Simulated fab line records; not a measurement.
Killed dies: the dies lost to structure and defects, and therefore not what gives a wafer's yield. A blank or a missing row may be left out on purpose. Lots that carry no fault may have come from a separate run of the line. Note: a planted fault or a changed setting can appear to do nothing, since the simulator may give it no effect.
Which tool is to blame? + flow sky130 + 6 lots, 18 wafers sampled, at 3 steps of a route of 708

WHAT THE GAUGES SHOWED, per wafer
SKY_LDD_HVN_OVL_MEAS_07.
| lot  | measured     | on         | LDD_HVN_OVL (nm) |
|------|--------------|------------|------------------|
| L299 | day 21 03:37 | overlay-01 | 1.2 2.6 0.9      |
| L301 | day 22 00:07 | overlay-02 | 1.2 -1.0 1.3     |
| L310 | day 25 04:13 | overlay-01 | - - -            |
| L315 | day 26 22:40 | overlay-02 | 0.8 1.6 3.6      |
| L318 | day 27 15:16 | overlay-01 | 1.8 -0.4 1.1     |
| L319 | day 27 23:59 | overlay-01 | 2.0 0.0 1.4      |

WHAT TOOL EACH LOT RAN ON (gives the tool, then ch and the chambers of the sampled wafers, and finally the start)
| lot  | SKY_POLY_GATE_ETCH_16              | SKY_LDD_HVN_EXPOSE_04               |
|------|------------------------------------|-------------------------------------|
| L299 | rie-diel-04 ch 1,2,3, day 17 01:44 | iline-stepper-01 ch 0, day 20 12:40 |
| L301 | rie-diel-04 ch 0,1, day 17 23:21   | iline-stepper-02 ch 0, day 21 09:33 |
| L310 | rie-diel-01 ch 0,1,3, day 21 06:37 | iline-stepper-01 ch 0, day 24 13:46 |
| L315 | rie-diel-04 ch 1,2,3, day 23 02:49 | iline-stepper-01 ch 0, day 26 08:22 |
| L318 | rie-diel-04 ch 0,2,3, day 23 20:29 | iline-stepper-02 ch 0, day 27 01:07 |
| L319 | rie-diel-01 ch 0,1,2, day 24 05:40 | iline-stepper-02 ch 0, day 27 09:34 |
- SKY_POLY_GATE_ETCH_16: etches Si3N4 in CH3F/O2, stops on poly-Si, time 147.5 s, target depth 75 nm.
- SKY_LDD_HVN_EXPOSE_04: exposes mask HVNTM, target cd 700 nm.

THE ANSWER, worked out from the rows above alone
Rule: the usual values come from the lots themselves. Put in order of their means at a reading, lots are off if they are a third of the lots or fewer, leave a main group of 4 or more, and stand apart from it by a gap of 3 or more times the standard deviation of the main group's means; of several such gaps the widest counts. Not used: any main group whose means are identical at the precision the tables above print for the reading. A lot without any number at a reading at which 4 lots or more have one is off too. Where the step has rows for the other lots, those lots are counted as sound.
Off: at SKY_LDD_HVN_OVL_MEAS_07 (LDD_HVN_OVL), L310. Without a number there: L310. The main group has a mean of 1.2 nm with a standard deviation of 0.53.
If a tool, at a process step before that reading, ran all the lots that are off and no sound lot after the first of them, it fits. Those tools and the gauges at SKY_LDD_HVN_OVL_MEAS_07 are tried in the same way. Not one of the candidates tried fits.

WHAT HAD BEEN PUT IN BY THE SIMULATOR
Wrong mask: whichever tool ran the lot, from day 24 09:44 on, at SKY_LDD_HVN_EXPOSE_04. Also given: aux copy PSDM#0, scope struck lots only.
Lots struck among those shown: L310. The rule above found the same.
